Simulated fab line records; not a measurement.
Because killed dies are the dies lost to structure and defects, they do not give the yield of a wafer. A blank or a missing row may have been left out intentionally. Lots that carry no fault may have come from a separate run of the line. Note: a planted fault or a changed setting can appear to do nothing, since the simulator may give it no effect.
fab line records | flow gf180mcu
[record] lots = 14 | wafers = 42 | last-day = 34
route steps=602 shown VT_IMPLANT@108 DUAL_GATE@152 HV_LDD@197
lots untouched by any fault: they come from a run of this same line in which no faults occurred
start-h: hours from the record's first day to the start of the lot's first wafer shown | wait-h: hours elapsed since this lot's preceding step | " repeats the value in the row above | L1.1+2: a row that stands for several wafers | - no value, or no start was given | * or withheld: withheld | < > ~ a bound
route shown NAME@n: names a module that has steps shown in the file, with the first one's number in the route | usual: mean/standard deviation taken from wafers without a fault | same: alike in all rows | chamber/n: place in a boat | sites: readings site by site | _std_site: how widely they spread, as a standard deviation | _edge_site: outer sites' mean less inner sites' | radius-mm: for every site, how far away it sits from the centre of the wafer | mask NAME#n: copy n | behind: the last tool/chamber to shape the wafer | hold: cause of the lot's hold/its duration in hours/its outcome | device: which transistor (n, p or np) failed to switch | end of line: tests of these same wafers at the route's end | step lacking rows: just its recipe | killed: count of dies lost to structure and defects at first sort (not the wafer's yield) | map: per-die view of a wafer (x killed, . not killed, _ where there is no die)
set.NAME: setting as actually run; set.NAME@STEP: the setting as run at that earlier step | model.NAME: the simulator's own value behind a step, which no gauge read
steps of the route over a sample of lots; a table a step, a row a wafer
services: the hour from which a tool's chamber was out of use, counted from the record's first day as start-h (under 0 if before that day), plus the number of hours and why
[[steps]]
[step GF_VT_IMPLANT_OVL_MEAS_18]
[usual] VT_IMPLANT_01_OVL = 1.1/1.1
lot.wafer | tool       | chamber | start-h | wait-h | VT_IMPLANT_01_OVL[nm]
L353.2    | overlay-01 | -       | 127.46  | 0.1    | 0.2
L353.5    | "          | -       | "       | "      | -1.7
L353.6    | "          | -       | "       | "      | 0.9
L355.2    | overlay-02 | -       | 137.72  | 0.1    | -0.6
L355.5    | "          | -       | "       | "      | 0.0
L355.6    | "          | -       | "       | "      | -1.0
L356.1    | overlay-01 | -       | 144.46  | 0.1    | 0.8
L356.3    | "          | -       | "       | "      | 1.4
L356.5    | "          | -       | "       | "      | 0.5
L357.2    | overlay-01 | -       | 151.51  | 0.1    | 1.3
L357.3    | "          | -       | "       | "      | 0.8
L357.5    | "          | -       | "       | "      | 0.0
L358.1    | overlay-01 | -       | 160.27  | 0.1    | 1.5
L358.2    | "          | -       | "       | "      | 3.3
L358.5    | "          | -       | "       | "      | 2.0
L359.2    | overlay-01 | -       | 165.78  | 0.1    | 0.4
L359.5    | "          | -       | "       | "      | 2.5
L359.6    | "          | -       | "       | "      | 0.2
L360.1    | overlay-02 | -       | 169.52  | 0.1    | 2.5
L360.2    | "          | -       | "       | "      | 2.4
L360.6    | "          | -       | "       | "      | 2.4
L361.1    | overlay-02 | -       | 175.57  | 0.1    | 0.4
L361.2    | "          | -       | "       | "      | 1.8
L361.5    | "          | -       | "       | "      | 1.3
L362.1    | overlay-01 | -       | 182.01  | 0.1    | 1.7
L362.2    | "          | -       | "       | "      | 1.4
L362.3    | "          | -       | "       | "      | 3.0
L363.3    | overlay-02 | -       | 191.58  | 0.1    | 1.8
L363.4    | "          | -       | "       | "      | 1.5
L363.6    | "          | -       | "       | "      | 1.6
L369.1    | overlay-01 | -       | 223.22  | 0.1    | -0.3
L369.2    | "          | -       | "       | "      | 0.3
L369.4    | "          | -       | "       | "      | 1.7
L370.1    | overlay-01 | -       | 232.26  | 0.1    | 1.5
L370.4    | "          | -       | "       | "      | 1.3
L370.5    | "          | -       | "       | "      | 0.0
L373.1    | overlay-02 | -       | 252.57  | 0.1    | 1.2
L373.5    | "          | -       | "       | "      | 1.4
L373.6    | "          | -       | "       | "      | 1.4
L375.1    | overlay-02 | -       | 262.96  | 0.1    | 1.7
L375.2    | "          | -       | "       | "      | 3.2
L375.4    | "          | -       | "       | "      | 1.0
[step GF_DUAL_GATE_OVL_MEAS_11]
[usual] DUAL_GATE_OVL = -0.1/1.4
lot.wafer | tool       | chamber | start-h | wait-h | DUAL_GATE_OVL[nm]
L353.2    | overlay-01 | -       | 175.91  | 0.1    | -1.1
L353.5    | "          | -       | "       | "      | -0.2
L353.6    | "          | -       | "       | "      | -0.5
L355.2    | overlay-02 | -       | 188.88  | 0.1    | 1.5
L355.5    | "          | -       | "       | "      | 0.5
L355.6    | "          | -       | "       | "      | -0.5
L356.1    | overlay-01 | -       | 195.26  | 0.1    | 1.5
L356.3    | "          | -       | "       | "      | 1.7
L356.5    | "          | -       | "       | "      | 2.1
L357.2    | overlay-02 | -       | 201.91  | 0.1    | 0.6
L357.3    | "          | -       | "       | "      | -1.5
L357.5    | "          | -       | "       | "      | -1.9
L358.1    | overlay-01 | -       | 212.77  | 0.1    | -0.2
L358.2    | "          | -       | "       | "      | 0.1
L358.5    | "          | -       | "       | "      | -0.8
L359.2    | overlay-02 | -       | 218.52  | 0.1    | 0.1
L359.5    | "          | -       | "       | "      | -1.0
L359.6    | "          | -       | "       | "      | 0.9
L360.1    | overlay-02 | -       | 222.22  | 0.1    | -0.8
L360.2    | "          | -       | "       | "      | 1.1
L360.6    | "          | -       | "       | "      | -1.9
L361.1    | overlay-02 | -       | 230.06  | 0.1    | -0.4
L361.2    | "          | -       | "       | "      | 0.0
L361.5    | "          | -       | "       | "      | -0.9
L362.1    | overlay-02 | -       | 237.76  | 0.1    | -1.1
L362.2    | "          | -       | "       | "      | 0.2
L362.3    | "          | -       | "       | "      | -0.7
L363.3    | overlay-01 | -       | 246.62  | 0.1    | -1.2
L363.4    | "          | -       | "       | "      | 1.6
L363.6    | "          | -       | "       | "      | -0.2
L369.1    | overlay-01 | -       | 283.16  | 0.1    | 3.3
L369.2    | "          | -       | "       | "      | 1.9
L369.4    | "          | -       | "       | "      | 1.1
L370.1    | overlay-01 | -       | 291.87  | 0.1    | -2.1
L370.4    | "          | -       | "       | "      | -3.1
L370.5    | "          | -       | "       | "      | -2.3
L373.1    | overlay-02 | -       | 312.90  | 0.1    | -2.2
L373.5    | "          | -       | "       | "      | -0.3
L373.6    | "          | -       | "       | "      | 0.0
L375.1    | overlay-02 | -       | 323.92  | 0.1    | 0.8
L375.2    | "          | -       | "       | "      | 1.5
L375.4    | "          | -       | "       | "      | -0.1
[step GF_HV_LDD_IMPLANT_21]
[recipe] species = BF2 | energy-kev = 25 | dose-cm2 = 5e+13 | tilt-deg = 7
[usual] beam-on-s = 9.98/0.19 | end-station-pressure-torr = 5.23e-06/2.5e-07 | faraday-current-uA = 282/5.5
lot.wafer | tool         | chamber | start-h | wait-h | beam-on-s | end-station-pressure-torr | faraday-current-uA
L353.2    | implanter-02 | 0       | 233.94  | 0.0    | 9.92      | 4.96e-06                  | 284
L353.5    | "            | 0       | "       | "      | 10.31     | 5.3e-06                   | 274
L353.6    | "            | 0       | "       | "      | 10.02     | 5.08e-06                  | 281
L355.2    | implanter-03 | 0       | 246.95  | 0.0    | 10.07     | 4.94e-06                  | 280
L355.5    | "            | 0       | "       | "      | 10.25     | 5.07e-06                  | 275
L355.6    | "            | 0       | "       | "      | 10.27     | 5.19e-06                  | 273
L356.1    | implanter-04 | 0       | 255.53  | 0.0    | 10.03     | 4.97e-06                  | 282
L356.3    | "            | 0       | "       | "      | 9.89      | 5.23e-06                  | 285
L356.5    | "            | 0       | "       | "      | 9.81      | 4.94e-06                  | 288
L357.2    | implanter-02 | 0       | 263.10  | 0.0    | 10.19     | 5.29e-06                  | 276
L357.3    | "            | 0       | "       | "      | 10.15     | 5.3e-06                   | 278
L357.5    | "            | 0       | "       | "      | 10.00     | 5.19e-06                  | 282
L358.1    | implanter-04 | 0       | 273.21  | 0.0    | 9.68      | 5.23e-06                  | 292
L358.2    | "            | 0       | "       | "      | 10.24     | 5.29e-06                  | 275
L358.5    | "            | 0       | "       | "      | 9.82      | 5.78e-06                  | 288
L359.2    | implanter-03 | 0       | 280.56  | 0.0    | 9.97      | 5.99e-06                  | 282
L359.5    | "            | 0       | "       | "      | 9.98      | 4.98e-06                  | 282
L359.6    | "            | 0       | "       | "      | 10.41     | 5.25e-06                  | 272
L360.1    | implanter-03 | 0       | 284.26  | 0.0    | 9.99      | 5.09e-06                  | 283
L360.2    | "            | 0       | "       | "      | 9.93      | 4.55e-06                  | 285
L360.6    | "            | 0       | "       | "      | 9.78      | 5.24e-06                  | 287
L361.1    | implanter-02 | 0       | 292.32  | 0.0    | 10.36     | 5.25e-06                  | 272
L361.2    | "            | 0       | "       | "      | 9.91      | 5.05e-06                  | 285
L361.5    | "            | 0       | "       | "      | 9.93      | 5.26e-06                  | 282
L362.1    | implanter-03 | 0       | 300.52  | 0.0    | 10.00     | 5.14e-06                  | 284
L362.2    | "            | 0       | "       | "      | 9.87      | 5.31e-06                  | 286
L362.3    | "            | 0       | "       | "      | 9.89      | 5.48e-06                  | 285
L363.3    | implanter-02 | 0       | 312.32  | 0.1    | 9.82      | 5.63e-06                  | 286
L363.4    | "            | 0       | "       | "      | 10.05     | 4.98e-06                  | 281
L363.6    | "            | 0       | "       | "      | 10.32     | 5.75e-06                  | 271
L369.1    | implanter-03 | 0       | 351.56  | 0.0    | 11.42     | 6.428e-05                 | 251
L369.2    | "            | 0       | "       | "      | 11.18     | 5.498e-05                 | 254
L369.4    | "            | 0       | "       | "      | 11.26     | 5.814e-05                 | 253
L370.1    | implanter-03 | 0       | 359.16  | 0.0    | 11.42     | 5.88e-05                  | 249
L370.4    | "            | 0       | "       | "      | 11.45     | 5.915e-05                 | 249
L370.5    | "            | 0       | "       | "      | 11.31     | 6.42e-05                  | 252
L373.1    | implanter-02 | 0       | 397.87  | 0.0    | 10.09     | 5.4e-06                   | 279
L373.5    | "            | 0       | "       | "      | 9.97      | 5.27e-06                  | 283
L373.6    | "            | 0       | "       | "      | 9.94      | 5.43e-06                  | 285
L375.1    | implanter-02 | 0       | 398.02  | 0.1    | 9.96      | 5.09e-06                  | 284
L375.2    | "            | 0       | "       | "      | 9.92      | 5.2e-06                   | 284
L375.4    | "            | 0       | "       | "      | 9.96      | 4.89e-06                  | 282
[step GF_HV_LDD_TW_MEAS_23]
[usual] HV_LDD_2_TW = 1055/12
lot.wafer | tool          | chamber | start-h | wait-h | HV_LDD_2_TW
L353.2    | film-metro-03 | -       | 234.18  | 0.1    | 1046
L353.5    | "             | -       | "       | "      | 1053
L353.6    | "             | -       | "       | "      | 1055
L355.2    | film-metro-02 | -       | 247.18  | 0.1    | 1046
L355.5    | "             | -       | "       | "      | 1046
L355.6    | "             | -       | "       | "      | 1044
L356.1    | film-metro-02 | -       | 255.78  | 0.1    | 1048
L356.3    | "             | -       | "       | "      | 1047
L356.5    | "             | -       | "       | "      | 1049
L357.2    | film-metro-02 | -       | 263.34  | 0.1    | 1047
L357.3    | "             | -       | "       | "      | 1049
L357.5    | "             | -       | "       | "      | 1047
L358.1    | film-metro-04 | -       | 273.46  | 0.1    | 1073
L358.2    | "             | -       | "       | "      | 1073
L358.5    | "             | -       | "       | "      | 1076
L359.2    | film-metro-04 | -       | 280.79  | 0.1    | 1074
L359.5    | "             | -       | "       | "      | 1072
L359.6    | "             | -       | "       | "      | 1071
L360.1    | film-metro-03 | -       | 284.51  | 0.1    | 1042
L360.2    | "             | -       | "       | "      | 1041
L360.6    | "             | -       | "       | "      | 1047
L361.1    | film-metro-04 | -       | 292.57  | 0.1    | 1071
L361.2    | "             | -       | "       | "      | 1071
L361.5    | "             | -       | "       | "      | 1065
L362.1    | film-metro-02 | -       | 300.77  | 0.1    | 1044
L362.2    | "             | -       | "       | "      | 1040
L362.3    | "             | -       | "       | "      | 1039
L363.3    | film-metro-04 | -       | 312.54  | 0.1    | 1077
L363.4    | "             | -       | "       | "      | 1071
L363.6    | "             | -       | "       | "      | 1079
L369.1    | film-metro-03 | -       | 351.81  | 0.1    | 1100
L369.2    | "             | -       | "       | "      | 1099
L369.4    | "             | -       | "       | "      | 1094
L370.1    | film-metro-03 | -       | 359.41  | 0.1    | 1095
L370.4    | "             | -       | "       | "      | 1099
L370.5    | "             | -       | "       | "      | 1101
L373.1    | film-metro-04 | -       | 398.12  | 0.1    | 1075
L373.5    | "             | -       | "       | "      | 1069
L373.6    | "             | -       | "       | "      | 1076
L375.1    | film-metro-04 | -       | 398.27  | 0.1    | 1072
L375.2    | "             | -       | "       | "      | 1070
L375.4    | "             | -       | "       | "      | 1071
[step GF_HV_LDD_CD_MEAS_31]
[recipe] target-cd-nm = 400
[usual] cd-nm = 400.5/2.5
lot.wafer | tool      | chamber | start-h | wait-h | cd-nm
L353.2    | cd-sem-01 | -       | 252.63  | 0.1    | 399.4
L353.5    | "         | -       | "       | "      | 400.6
L353.6    | "         | -       | "       | "      | 396.8
L355.2    | cd-sem-02 | -       | 266.14  | 0.1    | 402.9
L355.5    | "         | -       | "       | "      | 402.3
L355.6    | "         | -       | "       | "      | 403.1
L356.1    | cd-sem-02 | -       | 274.57  | 0.1    | 401.2
L356.3    | "         | -       | "       | "      | 401.7
L356.5    | "         | -       | "       | "      | 403.3
L357.2    | cd-sem-01 | -       | 282.29  | 0.1    | 404.4
L357.3    | "         | -       | "       | "      | 405.5
L357.5    | "         | -       | "       | "      | 401.5
L358.1    | cd-sem-02 | -       | 292.77  | 0.1    | 395.3
L358.2    | "         | -       | "       | "      | 395.1
L358.5    | "         | -       | "       | "      | 395.8
L359.2    | cd-sem-01 | -       | 300.69  | 0.1    | 399.0
L359.5    | "         | -       | "       | "      | 397.1
L359.6    | "         | -       | "       | "      | 398.1
L360.1    | cd-sem-02 | -       | 304.52  | 0.1    | 402.7
L360.2    | "         | -       | "       | "      | 403.3
L360.6    | "         | -       | "       | "      | 402.1
L361.1    | cd-sem-02 | -       | 312.77  | 0.1    | 398.4
L361.2    | "         | -       | "       | "      | 399.7
L361.5    | "         | -       | "       | "      | 401.1
L362.1    | cd-sem-01 | -       | 321.82  | 0.1    | 399.8
L362.2    | "         | -       | "       | "      | 399.8
L362.3    | "         | -       | "       | "      | 396.9
L363.3    | cd-sem-01 | -       | 332.81  | 0.1    | 403.1
L363.4    | "         | -       | "       | "      | 402.5
L363.6    | "         | -       | "       | "      | 402.5
L369.1    | cd-sem-01 | -       | 371.72  | 0.1    | 402.6
L369.2    | "         | -       | "       | "      | 403.2
L369.4    | "         | -       | "       | "      | 401.9
L370.1    | cd-sem-02 | -       | 381.92  | 0.1    | 401.2
L370.4    | "         | -       | "       | "      | 402.9
L370.5    | "         | -       | "       | "      | 403.9
L373.1    | cd-sem-01 | -       | 421.41  | 0.1    | 403.5
L373.5    | "         | -       | "       | "      | 403.7
L373.6    | "         | -       | "       | "      | 405.3
L375.1    | cd-sem-01 | -       | 421.71  | 0.1    | 401.7
L375.2    | "         | -       | "       | "      | 403.6
L375.4    | "         | -       | "       | "      | 402.1
[[services]]
tool         | chamber | start-h | hours | kind
implanter-04 | -       | 213.40  | 18.6  | repair
implanter-02 | -       | 225.89  | 4.1   | repair
implanter-04 | -       | 313.18  | 5.6   | repair
implanter-03 | -       | 335.37  | 0.9   | repair
implanter-02 | -       | 368.47  | 4.5   | pm
implanter-04 | -       | 375.64  | 107.4 | pm
[[key]]
[first-sign] step = GF_HV_LDD_IMPLANT_21 | reading = end-station-pressure-torr | direction = up | sigmas = 99+ | usual = 5.23e-06 | struck = 5.992e-05
[effect] step = GF_HV_LDD_IMPLANT_21 | reading = beam-on-s | direction = up | sigmas = 7.1 | usual = 9.98 | struck = 11.34
[effect] step = GF_HV_LDD_TW_MEAS_23 | reading = HV_LDD_2_TW | direction = up | sigmas = 3.5 | usual = 1055 | struck = 1098
met-at GF_HV_LDD_IMPLANT_21
struck-lots L369,L370
tester-left-out L369,L370
not-acting-at GF_VT_IMPLANT_OVL_MEAS_18,GF_DUAL_GATE_OVL_MEAS_11,GF_HV_LDD_CD_MEAS_31
onset-between 300.52 351.56
[fault] kind = process-parameter-drift | tool = implanter-03 | chamber = - | onset-h = 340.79 | steps = GF_HV_LDD_IMPLANT_21 | channel = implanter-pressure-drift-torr | offset = 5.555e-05 | shape = step | end-h = 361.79
[fault] kind = process-parameter-drift | tool = implanter-03 | chamber = - | onset-h = 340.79 | steps = GF_HV_LDD_IMPLANT_21 | channel = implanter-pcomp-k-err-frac | offset = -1 | shape = step | end-h = 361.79
// tester-left-out: of these lots the tester's yield and bins aren't shown, on N5 and GAA mostly nor the transistor test; their killed dies are dies lost to structure and defects alone, not to doping, threshold or leakage, so they don't give the yield
